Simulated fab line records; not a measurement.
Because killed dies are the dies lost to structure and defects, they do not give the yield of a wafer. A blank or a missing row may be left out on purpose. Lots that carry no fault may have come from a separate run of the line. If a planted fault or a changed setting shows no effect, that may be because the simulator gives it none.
Which tool did it? | flow sky130 | Sampling: 6 lots, 18 wafers, 3 of 708 route steps

## WHAT EACH GAUGE READ, for each wafer
SKY_VIA3_OVL_MEAS_13.
lot  | measured     | on         | VIA3_OVL (nm)
L488 | day 40 07:38 | overlay-02 | 8 2 3
L490 | day 40 11:41 | overlay-02 | 2 0 -3
L492 | day 41 11:44 | overlay-01 | 4 9 5
L497 | day 42 18:26 | overlay-02 | 1 -2 -2
L499 | day 43 09:42 | overlay-02 | 2 2 6
L507 | day 45 08:02 | overlay-02 | -12 -9 -8

## TOOL THAT RAN EACH LOT (tool first, then ch and the chambers of the sampled wafers, then the start)
lot  | SKY_PWDE_STRIP_09                  | SKY_METAL3_DESCUM_15
L488 | plasmaAsher-03 ch 0,1, day 4 04:15 | rieMetal-03 ch 0,1, day 39 04:52
L490 | plasmaAsher-01 ch 0,1, day 4 14:48 | rieMetal-03 ch 0,1, day 39 09:58
L492 | plasmaAsher-03 ch 0,1, day 5 07:08 | rieMetal-01 ch 0,1, day 40 10:13
L497 | plasmaAsher-04 ch 0,1, day 6 07:59 | rieMetal-02 ch 0, day 41 17:17
L499 | plasmaAsher-01 ch 0,1, day 6 16:35 | rieMetal-01 ch 0,1, day 42 09:26
L507 | plasmaAsher-01 ch 1, day 8 13:30   | rieMetal-03 ch 0,1, day 44 08:13
- SKY_PWDE_STRIP_09: strips in O2/N2.
- SKY_METAL3_DESCUM_15: chemistry O2, time 8 s.

## THE ANSWER, worked out from the rows above alone
Rule: what is usual is taken from the lots themselves. Put in order of their means at a reading, lots are off if they are a third of the lots or fewer, leave a main group of 4 or more, and stand apart from it by a gap of 3 or more times the standard deviation of the main group's means; of several such gaps the widest counts. A main group is skipped when, at the precision printed for the reading in the tables above, its means are all equal. A lot without any number at a reading at which 4 lots or more have one is off too. The other lots that the step has rows for count as sound.
Off: L507, at SKY_VIA3_OVL_MEAS_13 (VIA3_OVL). The main group has a mean of 2 nm with a standard deviation of 2.7.
If a tool, at a process step before that reading, ran all the lots that are off and no sound lot after the first of them, it fits. Those tools and the gauges at SKY_VIA3_OVL_MEAS_13 are tried in the same way. Can't be told from this: 3 tools fit, plasmaAsher-01 at SKY_PWDE_STRIP_09, rieMetal-03 at SKY_METAL3_DESCUM_15, overlay-02 at SKY_VIA3_OVL_MEAS_13.

## WHAT THE SIMULATOR HAD PUT IN
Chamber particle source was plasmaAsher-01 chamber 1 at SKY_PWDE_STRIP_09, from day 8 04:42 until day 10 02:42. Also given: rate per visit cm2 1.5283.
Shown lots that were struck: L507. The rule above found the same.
